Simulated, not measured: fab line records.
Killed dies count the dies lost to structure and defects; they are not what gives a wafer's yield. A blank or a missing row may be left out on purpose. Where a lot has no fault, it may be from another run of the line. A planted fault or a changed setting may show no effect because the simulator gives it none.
A struck lot beside a sound one ; flow sky130 ; 17 steps out of a route of 708
Sound: wafers L566.1, L566.3, L566.4. The struck wafers were L563.3, L563.4, L563.5. The cause is given at the end.
At each step with rows: each side's tool, then ch and its chambers, then its first start. Under that, the readings that differ: sound wafers ; struck wafers ; difference of the means ; sigmas: that difference in standard deviations of wafers without a fault.
alike: words and numbers the same on both sides, and readings whose means are apart by under 2 such deviations; not compared: readings that were withheld, readings missing a value for some wafer, numbers with overlapping values and no deviation given by the record, and bounds like >300 which may hide the same value.
The two part at a step that has a row with sigmas, a row that says differs or no value, or rows on one side only. Non-overlapping numbers with no deviation appear without sigmas and do not part them. A reading missing from all wafers of one side parts the sides only when that side holds two or more wafers.

SKY_LDD_HVN_OVL_MEAS_07:
  struck on overlay-02, day 24 20:49; sound on overlay-02, day 27 00:16
  alike: LDD_HVN_OVL
after that, 1 step had no rows for these wafers: SKY_LDD_HVN_IMPLANT_08.
SKY_LDD_HVN_STRIP_09: strips in O2/N2.
  sound on plasma asher-02 ch 0,1, day 27 00:27; struck on plasma asher-02 ch 0,1, day 24 21:01
  alike: chamber pressure mTorr, drypump motor current A, oes product au, strip time to endpoint s
  not compared: rf hours counter h
SKY_LDD_HVN_TW_MEAS_10:
  struck on film metro-04, day 24 21:06; sound on film metro-03, day 27 00:33
reading;sound;struck;difference;sigmas
LDD_HVN_TW;1430 1421 1418;1442 1441 1444;+19;+3
then, 7 steps without rows for these wafers: SKY_LDD_HVP_DEHYDRATE_00 (time 60 s); SKY_LDD_HVP_HMDS_01 (prime time 60 s); SKY_LDD_HVP_COAT_02 (resist thk 300 nm); SKY_LDD_HVP_SOFTBAKE_03 (time 60 s); SKY_LDD_HVP_EXPOSE_04 (exposes mask HVPTM, target cd 700 nm); SKY_LDD_HVP_PEB_05; SKY_LDD_HVP_DEVELOP_06 (develop time 60 s).
SKY_LDD_HVP_OVL_MEAS_07:
  struck on overlay-02, day 26 01:25; sound on overlay-02, day 28 05:01
  alike: LDD_HVP_OVL
SKY_LDD_HVP_IMPLANT_08:
  sound on implanter-04 ch 0, day 28 05:03; struck on implanter-01 ch 0, day 26 01:29
reading;sound;struck;difference;sigmas
beam energy keV;20.006 19.997 20.006;24.547 24.545 24.550;+4.544;+99 or more
model.implant.rp nm (nm);63.07 63.07 63.07;78.63 78.63 78.63;+15.56;
model.implant.drp nm (nm);28.53 28.53 28.53;35.13 35.13 35.13;+6.60;
  alike: beam on s
SKY_LDD_HVP_STRIP_09: strips in O2/N2.
  sound on plasma asher-01 ch 0,1, day 28 05:12; struck on plasma asher-01 ch 0,1, day 26 01:38
  alike: chamber pressure mTorr, drypump motor current A, oes product au, strip time to endpoint s
  not compared: rf hours counter h
SKY_LDD_HVP_TW_MEAS_10:
  struck on film metro-02, day 26 01:43; sound on film metro-01, day 28 05:18
reading;sound;struck;difference;sigmas
LDD_HVP_TW;457.4 457.5 457.8;477.1 476.9 479.2;+20.2;+11
then, 1 step without rows for these wafers: SKY_LDD_LDN_DEHYDRATE_00 (time 60 s).
-- here the record skips 23 days between the struck wafers' starts before and after, leaving off in module LDD_LDN and picking up in module PAD_OPEN (first step shown: number 708 of the route) --
SKY_PAD_OPEN_PROBE_99:
  struck on prober-01, day 48 14:20; sound on prober-01, day 49 20:10
reading;sound;struck;difference;sigmas
model.etest.tip_p_5v.rs ohm sq;2889 2854 2882;2765 2768 2774;-106;
model.etest.pfet g5v0d10v5.off log10 a um;-12.73 -12.76 -12.61;-12.04 -12.1 -12.12;+0.61;
model.etest.pfet g5v0d10v5.vt sat v (V);-0.6362 -0.6621 -0.6326;-0.5785 -0.5957 -0.5937;+0.0543;
  alike: killed_at_M0_to_M3, killed_at_M4_up, killed at contacts, killed at front end, killed at other, killed dies, killed on rim, killed open, killed short

== WHERE THEY PART ==
At SKY_LDD_HVN_TW_MEAS_10 first; at SKY_LDD_HVP_TW_MEAS_10 last (within this record only). Later steps at which nothing parts them and some readings are alike: SKY_PAD_OPEN_PROBE_99.

WHY: what had been put in by the simulator
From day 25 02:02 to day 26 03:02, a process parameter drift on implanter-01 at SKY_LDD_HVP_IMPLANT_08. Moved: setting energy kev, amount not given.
